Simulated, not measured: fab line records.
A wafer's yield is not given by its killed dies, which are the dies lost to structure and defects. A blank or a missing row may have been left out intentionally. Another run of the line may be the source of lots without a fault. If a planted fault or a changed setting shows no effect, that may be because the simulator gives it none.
Matching of chambers / flow sky130 / SKY_VIA3_CMP_24 on cmp-01: 4 sister chambers
The step polishes, stops on SiO2, t overpolish 20 s, target thk 0 nm. 8 wafers are shown with their chamber, then 12 later ones without.

## WAFERS, EACH WITH ITS CHAMBER
wafer=L086.1; chamber=1; motor current A (A)=12.0; time to endpoint s (s)=86
wafer=L087.1; chamber=2; motor current A (A)=9.4; time to endpoint s (s)=92
wafer=L091.2; chamber=0; motor current A (A)=9.2; time to endpoint s (s)=89
wafer=L091.3; chamber=3; motor current A (A)=9.1; time to endpoint s (s)=92
wafer=L091.6; chamber=2; motor current A (A)=9.3; time to endpoint s (s)=93
wafer=L088.1; chamber=0; motor current A (A)=9.2; time to endpoint s (s)=88
wafer=L088.4; chamber=1; motor current A (A)=11.2; time to endpoint s (s)=89
wafer=L088.5; chamber=3; motor current A (A)=8.6; time to endpoint s (s)=89

## WAFERS MISSING THEIR CHAMBER
wafer=L092.1; motor current A (A)=11.1; time to endpoint s (s)=90
wafer=L092.3; motor current A (A)=8.8; time to endpoint s (s)=95
wafer=L092.4; motor current A (A)=8.9; time to endpoint s (s)=89
wafer=L094.3; motor current A (A)=10.1; time to endpoint s (s)=96
wafer=L094.5; motor current A (A)=9.9; time to endpoint s (s)=92
wafer=L094.6; motor current A (A)=11.7; time to endpoint s (s)=89
wafer=L095.3; motor current A (A)=9.9; time to endpoint s (s)=90
wafer=L095.4; motor current A (A)=11.6; time to endpoint s (s)=89
wafer=L095.6; motor current A (A)=10.0; time to endpoint s (s)=87
wafer=L097.2; motor current A (A)=10.1; time to endpoint s (s)=88
wafer=L097.4; motor current A (A)=8.8; time to endpoint s (s)=88
wafer=L097.5; motor current A (A)=11.0; time to endpoint s (s)=89

## CHAMBER TAKEN BY EACH
wafer=L092.1; from the rows above=1; in truth=1
wafer=L092.3; from the rows above=can't be placed: 2 or 3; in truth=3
wafer=L092.4; from the rows above=can't be placed: 0 or 3 or 2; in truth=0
wafer=L094.3; from the rows above=can't be placed: 2 or 3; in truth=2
wafer=L094.5; from the rows above=can't be placed: 2 or 0 or 3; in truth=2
wafer=L094.6; from the rows above=1; in truth=1
wafer=L095.3; from the rows above=can't be placed: 2 or 0 or 3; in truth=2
wafer=L095.4; from the rows above=1; in truth=1
wafer=L095.6; from the rows above=can't be placed: 0 or 2 or 3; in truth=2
wafer=L097.2; from the rows above=can't be placed: 0 or 2 or 3 or 1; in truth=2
wafer=L097.4; from the rows above=can't be placed: 0 or 3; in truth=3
wafer=L097.5; from the rows above=1; in truth=1
4 of 12 placed correctly. Cannot be placed on the basis of these rows: 8; the candidates contain the true chamber in 8. Wrongly placed: 0.
How it was worked out, from the rows above alone: a wafer's distance from a chamber is the root of the sum, over the readings, of the square of ((its reading less the chamber's mean) divided by the reading's scatter). If the next closest chamber is less than 2 further off than the closest, the wafer can't be placed; otherwise it belongs to the closest. A chamber's mean is the mean of its shown wafers. The scatter: the root of (the sum of the squares of (reading less its chamber's mean) over the shown wafers, divided by (wafers less chambers)).
